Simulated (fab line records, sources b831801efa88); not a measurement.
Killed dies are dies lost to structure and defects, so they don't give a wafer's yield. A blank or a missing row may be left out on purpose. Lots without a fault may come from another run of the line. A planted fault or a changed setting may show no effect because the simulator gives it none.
fab line records | flow sky130 | part 1 of 2: steps 1 to 32 of 43
record lots=5 wafers=15 last_day=49
route steps=708 shown POLY_GATE@234 LDD_N@237 LDD_P@255 LDD_HVN@267
lots that met no fault: from a run of the same line without faults
start_h: hours from the record's first day to the start of the lot's first wafer shown | wait_h: hours since the lot's step before | " the same as in the row above | L1.1+2: a row that stands for several wafers | - no value, or no start given | * or withheld: withheld | < > ~ a bound
route shown NAME@n: a module of which the file shows steps, and the number in the route of the first | usual: mean/standard deviation of fault-free wafers | same: alike in all rows | chamber/n: place in a boat | sites: the reading at each site | _std_site: their standard deviation | _edge_site: outer sites' mean less inner sites' | radius_mm: how far each site lies from the wafer's centre | mask NAME#n: copy n | behind: the tool/chamber that last shaped the wafer | hold: why the lot was held/for how many hours/how that ended | device: the transistor (n, p or np) that didn't switch | end of line: the same wafers' tests at the end of the route | a step without rows: its recipe alone | killed: dies lost to structure and defects at the first sort, not the wafer's yield | map: a wafer's dies, x killed, . not, _ none there
set.NAME: the setting as run; set.NAME@STEP: as run at that earlier step | model.NAME: the simulator's own value behind a step, which no gauge read
lots at some steps of the route; a table a step, a row a wafer
services: from which hour (start_h, from the record's first day; less than 0 if before it) a tool's chamber was out of use, for how many hours, and why
## steps
# step SKY_POLY_GATE_OXIDATION_20
# recipe temp_c=850 ambient=O2 stabilise_s=600 purge_s=300 target_thk_a=40 ox_time_s=899
# usual tube_center_temp_C_max=852.2/0.33
# columns lot.wafer tool chamber start_h wait_h tube_center_temp_C_max
L074.2 furnace-01 0 371.81 0.1 851.9
L074.3 " 0 " " 852.1
L074.5 " 0 " " 852.0
L089.2 furnace-01 0 509.90 0.0 852.5
L089.4 " 0 " " 852.3
L089.6 " 0 " " 852.0
L090.1 furnace-01 0 512.44 0.0 852.5
L090.2 " 0 " " 852.1
L090.3 " 0 " " 852.2
L093.1 furnace-02 0 545.91 0.5 851.9
L093.4 " 0 " " 851.3
L093.6 " 0 " " 851.9
L095.3 furnace-01 0 546.69 0.2 852.1
L095.4 " 0 " " 852.4
L095.5 " 0 " " 852.3
# step SKY_POLY_GATE_THK_MEAS_21
# recipe reads=SiO2_of_POLY_GATE_OXIDATION_20
# usual POLY_GATE_OXIDATION_THK=4.01/0.08
# columns lot.wafer tool chamber start_h wait_h POLY_GATE_OXIDATION_THK[nm]
L074.2 film_metro-02 - 373.08 0.0 3.91
L074.3 " - " " 3.82
L074.5 " - " " 3.97
L089.2 film_metro-02 - 511.16 0.0 3.96
L089.4 " - " " 4.09
L089.6 " - " " 3.95
L090.1 film_metro-02 - 513.69 0.0 4.19
L090.2 " - " " 4.12
L090.3 " - " " 4.15
L093.1 film_metro-03 - 547.16 0.0 4.03
L093.4 " - " " 4.00
L093.6 " - " " 3.97
L095.3 film_metro-02 - 547.96 0.0 4.00
L095.4 " - " " 3.99
L095.5 " - " " 3.95
# step SKY_POLY_GATE_CD_MEAS_22
# usual cd_nm=149.4/2
# columns lot.wafer tool chamber start_h wait_h cd_nm
L074.2 cd_sem-02 - 373.19 0.1 150.0
L074.3 " - " " 149.7
L074.5 " - " " 145.7
L089.2 cd_sem-02 - 511.24 0.1 148.6
L089.4 " - " " 151.2
L089.6 " - " " 147.1
L090.1 cd_sem-01 - 513.75 0.1 151.0
L090.2 " - " " 152.3
L090.3 " - " " 150.5
L093.1 cd_sem-02 - 547.22 0.1 149.4
L093.4 " - " " 145.5
L093.6 " - " " 147.4
L095.3 cd_sem-02 - 548.06 0.1 147.8
L095.4 " - " " 146.3
L095.5 " - " " 147.8
# step SKY_LDD_N_DEHYDRATE_00
# recipe temp_c=200 time_s=60
# columns lot.wafer tool chamber start_h wait_h
L074.2+3+5 litho_track-03 0 387.17 14.0
L089.2+4+6 litho_track-02 0 525.53 14.3
L090.1+2+3 litho_track-02 0 529.06 15.3
L093.1+4+6 litho_track-03 0 561.55 14.3
L095.3+4+5 litho_track-01 0 562.29 14.2
# step SKY_LDD_N_HMDS_01
# recipe prime_time_s=60 prime_temp_c=120
# usual prime_temp_c=120.02/0.12
# columns lot.wafer tool chamber start_h wait_h prime_temp_c
L074.2 litho_track-03 0 387.32 0.1 119.97
L074.3 " 0 " " 120.04
L074.5 " 0 " " 119.97
L089.2 litho_track-02 0 525.68 0.1 120.18
L089.4 " 0 " " 119.96
L089.6 " 0 " " 119.95
L090.1 litho_track-02 0 529.21 0.1 120.04
L090.2 " 0 " " 120.12
L090.3 " 0 " " 120.00
L093.1 litho_track-03 0 561.70 0.1 119.93
L093.4 " 0 " " 120.12
L093.6 " 0 " " 120.06
L095.3 litho_track-01 0 562.44 0.1 119.88
L095.4 " 0 " " 120.15
L095.5 " 0 " " 119.86
# step SKY_LDD_N_COAT_02
# recipe resist=NOVOLAK spin_rpm=3000 resist_thk_nm=300
# columns lot.wafer tool chamber start_h wait_h
L074.2+3+5 litho_track-03 0 387.47 0.1
L089.2+4+6 litho_track-02 0 525.83 0.1
L090.1+2+3 litho_track-02 0 529.36 0.1
L093.1+4+6 litho_track-03 0 561.85 0.1
L095.3+4+5 litho_track-01 0 562.59 0.1
# step SKY_LDD_N_SOFTBAKE_03
# recipe temp_c=90 time_s=60 resist=NOVOLAK
# columns lot.wafer tool chamber start_h wait_h
L074.2+3+5 litho_track-03 0 387.62 0.1
L089.2+4+6 litho_track-02 0 525.98 0.1
L090.1+2+3 litho_track-02 0 529.51 0.1
L093.1+4+6 litho_track-03 0 562.00 0.1
L095.3+4+5 litho_track-01 0 562.74 0.1
# step SKY_LDD_N_EXPOSE_04
# recipe mask_id=NTM target_cd_nm=840 na=0.6 source_shape=conventional sigma_outer=0.6 dose_mj=110
# usual reticle_temp_C=22.99/0.11
# same na=0.6
# columns lot.wafer tool chamber start_h wait_h mask reticle_temp_C
L074.2 iline_stepper-01 0 - - NTM#0 23.02
L074.3 " 0 " " NTM#0 22.97
L074.5 " 0 " " NTM#0 23.22
L089.2 iline_stepper-01 0 - - NTM#0 22.92
L089.4 " 0 " " NTM#0 22.88
L089.6 " 0 " " NTM#0 23.00
L090.1 iline_stepper-02 0 - - NTM#0 22.90
L090.2 " 0 " " NTM#0 23.12
L090.3 " 0 " " NTM#0 23.06
L093.1 iline_stepper-02 0 - - NTM#0 23.01
L093.4 " 0 " " NTM#0 23.03
L093.6 " 0 " " NTM#0 23.00
L095.3 iline_stepper-02 0 - - NTM#0 23.02
L095.4 " 0 " " NTM#0 23.11
L095.5 " 0 " " NTM#0 22.96
# step SKY_LDD_N_PEB_05
# recipe temp_c=withheld time_s=* resist=NOVOLAK
# columns lot.wafer tool chamber start_h wait_h
L074.2+3+5 litho_track-01 0 - -
L089.2+4+6 litho_track-03 0 - -
L090.1+2+3 litho_track-03 0 - -
L093.1+4+6 litho_track-02 0 - -
L095.3+4+5 litho_track-03 0 - -
# step SKY_LDD_N_DEVELOP_06
# recipe develop_time_s=60 dev_temp_c=23
# same develop_time_s=60
# columns lot.wafer tool chamber start_h wait_h
L074.2+3+5 litho_track-01 0 401.97 0.1
L089.2+4+6 litho_track-03 0 540.77 0.1
L090.1+2+3 litho_track-03 0 544.10 0.1
L093.1+4+6 litho_track-02 0 575.61 0.1
L095.3+4+5 litho_track-03 0 576.25 0.1
# step SKY_LDD_N_OVL_MEAS_07
# usual LDD_N_OVL=0.3/1.3
# columns lot.wafer tool chamber start_h wait_h LDD_N_OVL[nm]
L074.2 overlay-01 - 402.10 0.1 1.9
L074.3 " - " " 1.7
L074.5 " - " " 0.9
L089.2 overlay-02 - 540.90 0.1 -0.3
L089.4 " - " " -0.7
L089.6 " - " " -0.8
L090.1 overlay-01 - 544.25 0.1 -1.8
L090.2 " - " " -0.8
L090.3 " - " " -0.1
L093.1 overlay-01 - 575.76 0.1 0.4
L093.4 " - " " 0.0
L093.6 " - " " -0.7
L095.3 overlay-01 - 576.36 0.1 -0.3
L095.4 " - " " 0.6
L095.5 " - " " -0.4
# step SKY_LDD_N_IMPLANT_08
# recipe species=As energy_kev=20 dose_cm2=7.5e+13 tilt_deg=withheld rotation_deg=23
# columns lot.wafer tool chamber start_h wait_h
L074.2+3+5 implanter-02 0 402.16 0.0
L089.2+4+6 implanter-04 0 540.96 0.0
L090.1+2+3 implanter-01 0 544.28 0.0
L093.1+4+6 implanter-04 0 575.79 0.0
L095.3+4+5 implanter-01 0 576.43 0.1
# step SKY_LDD_N_IMPLANT_09
# recipe species=As energy_kev=20 dose_cm2=7.5e+13 tilt_deg=withheld rotation_deg=113
# columns lot.wafer tool chamber start_h wait_h
L074.2+3+5 implanter-02 0 402.31 0.1
L089.2+4+6 implanter-04 0 541.11 0.1
L090.1+2+3 implanter-01 0 544.43 0.1
L093.1+4+6 implanter-04 0 575.94 0.1
L095.3+4+5 implanter-01 0 576.58 0.1
# step SKY_LDD_N_IMPLANT_10
# recipe species=As energy_kev=20 dose_cm2=7.5e+13 tilt_deg=withheld rotation_deg=203
# columns lot.wafer tool chamber start_h wait_h
L074.2+3+5 implanter-02 0 402.46 0.1
L089.2+4+6 implanter-04 0 541.26 0.1
L090.1+2+3 implanter-01 0 544.58 0.1
L093.1+4+6 implanter-04 0 576.09 0.1
L095.3+4+5 implanter-01 0 576.73 0.1
# step SKY_LDD_N_IMPLANT_11
# recipe species=As energy_kev=20 dose_cm2=7.5e+13 tilt_deg=withheld rotation_deg=293
# columns lot.wafer tool chamber start_h wait_h
L074.2+3+5 implanter-02 0 402.61 0.1
L089.2+4+6 implanter-04 0 541.41 0.1
L090.1+2+3 implanter-01 0 544.73 0.1
L093.1+4+6 implanter-04 0 576.24 0.1
L095.3+4+5 implanter-01 0 576.88 0.1
# step SKY_LDD_N_IMPLANT_12
# recipe species=BF2 energy_kev=50 dose_cm2=5e+12 tilt_deg=30 rotation_deg=0
# usual tilt_deg=30.004/0.022
# columns lot.wafer tool chamber start_h wait_h tilt_deg
L074.2 implanter-02 0 402.76 0.1 29.985
L074.3 " 0 " " 30.004
L074.5 " 0 " " 30.011
L089.2 implanter-04 0 541.56 0.1 29.997
L089.4 " 0 " " 29.990
L089.6 " 0 " " 30.008
L090.1 implanter-01 0 544.88 0.1 30.001
L090.2 " 0 " " 30.019
L090.3 " 0 " " 29.994
L093.1 implanter-04 0 576.39 0.1 29.980
L093.4 " 0 " " 29.975
L093.6 " 0 " " 29.987
L095.3 implanter-01 0 577.03 0.1 29.986
L095.4 " 0 " " 29.974
L095.5 " 0 " " 29.967
# step SKY_LDD_N_IMPLANT_13
# recipe species=BF2 energy_kev=50 dose_cm2=5e+12 tilt_deg=30 rotation_deg=90
# usual tilt_deg=30.000/0.02
# columns lot.wafer tool chamber start_h wait_h tilt_deg
L074.2 implanter-02 0 402.91 0.1 30.012
L074.3 " 0 " " 30.014
L074.5 " 0 " " 29.981
L089.2 implanter-04 0 541.71 0.1 29.962
L089.4 " 0 " " 29.999
L089.6 " 0 " " 30.011
L090.1 implanter-01 0 545.03 0.1 30.025
L090.2 " 0 " " 30.017
L090.3 " 0 " " 30.020
L093.1 implanter-04 0 576.54 0.1 30.022
L093.4 " 0 " " 30.013
L093.6 " 0 " " 30.031
L095.3 implanter-01 0 577.18 0.1 30.038
L095.4 " 0 " " 30.013
L095.5 " 0 " " 30.011
# step SKY_LDD_N_IMPLANT_14
# recipe species=BF2 energy_kev=50 dose_cm2=5e+12 tilt_deg=30 rotation_deg=180
# usual tilt_deg=30.005/0.02
# columns lot.wafer tool chamber start_h wait_h tilt_deg
L074.2 implanter-02 0 403.06 0.1 29.996
L074.3 " 0 " " 29.983
L074.5 " 0 " " 29.982
L089.2 implanter-04 0 541.86 0.1 30.010
L089.4 " 0 " " 30.023
L089.6 " 0 " " 30.032
L090.1 implanter-01 0 545.18 0.1 30.000
L090.2 " 0 " " 30.011
L090.3 " 0 " " 29.967
L093.1 implanter-04 0 576.69 0.1 29.976
L093.4 " 0 " " 29.984
L093.6 " 0 " " 29.999
L095.3 implanter-01 0 577.33 0.1 29.992
L095.4 " 0 " " 30.022
L095.5 " 0 " " 29.983
# step SKY_LDD_N_IMPLANT_15
# recipe species=BF2 energy_kev=50 dose_cm2=5e+12 tilt_deg=30 rotation_deg=270
# usual tilt_deg=30.002/0.02
# columns lot.wafer tool chamber start_h wait_h tilt_deg
L074.2 implanter-02 0 403.21 0.1 29.989
L074.3 " 0 " " 30.008
L074.5 " 0 " " 30.002
L089.2 implanter-04 0 542.01 0.1 30.023
L089.4 " 0 " " 29.990
L089.6 " 0 " " 29.996
L090.1 implanter-01 0 545.33 0.1 29.986
L090.2 " 0 " " 30.001
L090.3 " 0 " " 30.019
L093.1 implanter-04 0 576.84 0.1 29.994
L093.4 " 0 " " 29.990
L093.6 " 0 " " 29.988
L095.3 implanter-01 0 577.48 0.1 30.038
L095.4 " 0 " " 30.022
L095.5 " 0 " " 30.054
# step SKY_LDD_N_STRIP_16
# recipe chemistry=O2/N2 power_w=1400 pressure_mtorr=1500 platen_temp_c=withheld o2_flow_sccm=3000 n2_flow_sccm=300 overash_fraction=0.5
# usual drypump_motor_current_A=6.14/0.21 n2_flow_sccm=299.8/0.96 oes_product_au=0.407/0.0046 strip_time_to_endpoint_s=4.313/0.013
# columns lot.wafer tool chamber start_h wait_h drypump_motor_current_A n2_flow_sccm oes_product_au rf_hours_counter_h strip_time_to_endpoint_s
L074.2 plasma_asher-03 0 403.33 0.1 5.97 300.2 0.406 70 4.310
L074.3 " 0 " " 5.98 299.6 0.408 - 4.347
L074.5 " 1 " " 6.16 298.7 0.401 - 4.306
L089.2 plasma_asher-04 1 542.13 0.1 6.24 299.9 0.410 41 4.319
L089.4 " 0 " " 6.35 299.7 0.399 - 4.315
L089.6 " 0 " " 6.34 299.0 0.415 - 4.312
L090.1 plasma_asher-01 0 545.48 0.1 5.84 297.7 0.404 74 4.330
L090.2 " 1 " " 6.35 300.6 0.404 74 4.319
L090.3 " 0 " " 5.82 297.7 0.410 - 4.316
L093.1 plasma_asher-04 0 576.99 0.1 6.33 298.9 0.404 45 4.331
L093.4 " 0 " " 6.34 298.1 0.412 - 4.331
L093.6 " 1 " " 6.26 299.8 0.408 - 4.316
L095.3 plasma_asher-01 1 577.62 0.1 6.35 298.6 0.411 - 4.328
L095.4 " 0 " " 5.81 299.0 0.405 - 4.330
L095.5 " 1 " " 6.39 300.4 0.403 - 4.331
# step SKY_LDD_N_TW_MEAS_17
# usual LDD_N_TW=2607/14
# columns lot.wafer tool chamber start_h wait_h LDD_N_TW
L074.2 film_metro-03 - 403.44 0.1 2623
L074.3 " - " " 2605
L074.5 " - " " 2598
L089.2 film_metro-01 - 542.24 0.1 2620
L089.4 " - " " 2625
L089.6 " - " " 2627
L090.1 film_metro-03 - 545.58 0.1 2620
L090.2 " - " " 2610
L090.3 " - " " 2611
L093.1 film_metro-03 - 577.09 0.1 2587
L093.4 " - " " 2568
L093.6 " - " " 2585
L095.3 film_metro-04 - 577.70 0.1 2612
L095.4 " - " " 2609
L095.5 " - " " 2596
# step SKY_LDD_P_DEHYDRATE_00
# recipe temp_c=200 time_s=60
# columns lot.wafer tool chamber start_h wait_h
L074.2+3+5 litho_track-01 0 417.52 14.1
L089.2+4+6 litho_track-02 0 556.83 14.6
L090.1+2+3 litho_track-04 0 559.81 14.2
L093.1+4+6 litho_track-01 0 591.54 14.4
L095.3+4+5 litho_track-04 0 591.86 14.1
# step SKY_LDD_P_HMDS_01
# recipe prime_time_s=60 prime_temp_c=120
# usual prime_temp_c=120.00/0.13
# columns lot.wafer tool chamber start_h wait_h prime_temp_c
L074.2 litho_track-01 0 417.67 0.1 120.02
L074.3 " 0 " " 119.90
L074.5 " 0 " " 120.01
L089.2 litho_track-02 0 556.98 0.1 119.88
L089.4 " 0 " " 120.29
L089.6 " 0 " " 120.10
L090.1 litho_track-04 0 559.96 0.1 120.16
L090.2 " 0 " " 119.84
L090.3 " 0 " " 120.17
L093.1 litho_track-01 0 591.69 0.1 119.95
L093.4 " 0 " " 120.06
L093.6 " 0 " " 119.95
L095.3 litho_track-04 0 592.01 0.1 120.16
L095.4 " 0 " " 119.98
L095.5 " 0 " " 120.01
# step SKY_LDD_P_COAT_02
# recipe resist=NOVOLAK spin_rpm=3000 resist_thk_nm=1140
# columns lot.wafer tool chamber start_h wait_h
L074.2+3+5 litho_track-01 0 417.82 0.1
L089.2+4+6 litho_track-02 0 557.13 0.1
L090.1+2+3 litho_track-04 0 560.11 0.1
L093.1+4+6 litho_track-01 0 591.84 0.1
L095.3+4+5 litho_track-04 0 592.16 0.1
# step SKY_LDD_P_SOFTBAKE_03
# recipe temp_c=90 time_s=60 resist=NOVOLAK
# columns lot.wafer tool chamber start_h wait_h
L074.2+3+5 litho_track-01 0 417.97 0.1
L089.2+4+6 litho_track-02 0 557.28 0.1
L090.1+2+3 litho_track-04 0 560.26 0.1
L093.1+4+6 litho_track-01 0 591.99 0.1
L095.3+4+5 litho_track-04 0 592.31 0.1
# step SKY_LDD_P_EXPOSE_04
# recipe mask_id=PSDM na=0.6 source_shape=conventional sigma_outer=0.6 polarization=unpolarized target_cd_nm=380 dose_mj=138
# usual reticle_temp_C=22.99/0.11
# same na=0.6
# columns lot.wafer tool chamber start_h wait_h mask reticle_temp_C
L074.2 iline_stepper-01 0 - - PSDM#0 22.88
L074.3 " 0 " " PSDM#0 23.00
L074.5 " 0 " " PSDM#0 22.88
L089.2 iline_stepper-02 0 - - PSDM#0 22.98
L089.4 " 0 " " PSDM#0 22.92
L089.6 " 0 " " PSDM#0 22.95
L090.1 iline_stepper-02 0 - - PSDM#0 22.95
L090.2 " 0 " " PSDM#0 23.09
L090.3 " 0 " " PSDM#0 23.04
L093.1 iline_stepper-01 0 - - PSDM#0 22.98
L093.4 " 0 " " PSDM#0 22.96
L093.6 " 0 " " PSDM#0 22.91
L095.3 iline_stepper-02 0 - - PSDM#0 23.03
L095.4 " 0 " " PSDM#0 23.08
L095.5 " 0 " " PSDM#0 23.11
# step SKY_LDD_P_PEB_05
# recipe temp_c=withheld time_s=* resist=NOVOLAK
# columns lot.wafer tool chamber start_h wait_h
L074.2+3+5 litho_track-02 0 - -
L089.2+4+6 litho_track-01 0 - -
L090.1+2+3 litho_track-04 0 - -
L093.1+4+6 litho_track-02 0 - -
L095.3+4+5 litho_track-01 0 - -
# step SKY_LDD_P_DEVELOP_06
# recipe resist=NOVOLAK developer=TMAH develop_time_s=60 dev_temp_c=23
# same develop_time_s=60
# columns lot.wafer tool chamber start_h wait_h
L074.2+3+5 litho_track-02 0 433.38 0.1
L089.2+4+6 litho_track-01 0 571.62 0.1
L090.1+2+3 litho_track-04 0 574.51 0.1
L093.1+4+6 litho_track-02 0 606.56 0.1
L095.3+4+5 litho_track-01 0 606.64 0.1
# step SKY_LDD_P_CD_MEAS_07
# recipe target_cd_nm=380
# usual cd_nm=379.9/2
# columns lot.wafer tool chamber start_h wait_h cd_nm
L074.2 cd_sem-02 - 433.53 0.1 378.2
L074.3 " - " " 379.5
L074.5 " - " " 380.1
L089.2 cd_sem-01 - 571.76 0.1 380.0
L089.4 " - " " 380.9
L089.6 " - " " 380.9
L090.1 cd_sem-02 - 574.66 0.1 380.9
L090.2 " - " " 381.4
L090.3 " - " " 381.1
L093.1 cd_sem-01 - 606.71 0.1 381.8
L093.4 " - " " 375.2
L093.6 " - " " 382.6
L095.3 cd_sem-02 - 606.78 0.1 379.4
L095.4 " - " " 379.5
L095.5 " - " " 376.6
# step SKY_LDD_P_OVL_MEAS_08
# usual LDD_P_OVL=0.4/1.6
# columns lot.wafer tool chamber start_h wait_h LDD_P_OVL[nm]
L074.2 overlay-02 - 433.63 0.1 0.2
L074.3 " - " " -0.3
L074.5 " - " " 0.4
L089.2 overlay-01 - 571.87 0.1 1.0
L089.4 " - " " 1.0
L089.6 " - " " 2.5
L090.1 overlay-02 - 574.78 0.1 1.8
L090.2 " - " " 0.6
L090.3 " - " " 2.0
L093.1 overlay-01 - 606.83 0.1 1.8
L093.4 " - " " 2.5
L093.6 " - " " 1.0
L095.3 overlay-01 - 606.87 0.1 0.1
L095.4 " - " " -0.5
L095.5 " - " " -0.6
# step SKY_LDD_P_IMPLANT_09
# recipe species=BF2 energy_kev=25 dose_cm2=1e+13 tilt_deg=withheld
# columns lot.wafer tool chamber start_h wait_h
L074.2+3+5 implanter-03 0 433.69 0.0
L089.2+4+6 implanter-04 0 571.92 0.0
L090.1+2+3 implanter-04 0 574.81 0.0
L093.1+4+6 implanter-04 0 606.86 0.0
L095.3+4+5 implanter-02 0 606.95 0.1
# step SKY_LDD_P_STRIP_10
# recipe chemistry=O2/N2 power_w=1400 pressure_mtorr=1500 platen_temp_c=withheld o2_flow_sccm=3000 n2_flow_sccm=300 overash_fraction=0.5
# usual drypump_motor_current_A=6.17/0.29 n2_flow_sccm=300.0/0.94 oes_product_au=0.715/0.0048 strip_time_to_endpoint_s=14.17/0.036
# columns lot.wafer tool chamber start_h wait_h drypump_motor_current_A n2_flow_sccm oes_product_au rf_hours_counter_h strip_time_to_endpoint_s
L074.2 plasma_asher-04 0 433.81 0.1 6.34 299.6 0.709 31 14.23
L074.3 " 0 " " 6.34 299.3 0.716 - 14.22
L074.5 " 0 " " 6.34 301.3 0.718 - 14.18
L089.2 plasma_asher-04 0 572.05 0.1 6.38 300.4 0.717 44 14.16
L089.4 " 0 " " 6.35 302.1 0.713 - 14.15
L089.6 " 0 " " 6.35 301.1 0.726 - 14.19
L090.1 plasma_asher-02 0 574.96 0.1 5.74 300.5 0.719 86 14.16
L090.2 " 1 " " 6.50 299.8 0.723 86 14.09
L090.3 " 1 " " 6.52 300.5 0.712 - 14.19
L093.1 plasma_asher-02 0 607.01 0.1 5.75 299.3 0.719 89 14.18
L093.4 " 1 " " 6.50 300.6 0.719 - 14.21
L093.6 " 1 " " 6.50 300.4 0.719 - 14.19
L095.3 plasma_asher-01 0 607.08 0.1 5.86 300.7 0.718 - 14.15
L095.4 " 1 " " 6.38 300.9 0.707 - 14.15
L095.5 " 0 " " 5.86 300.7 0.714 - 14.12
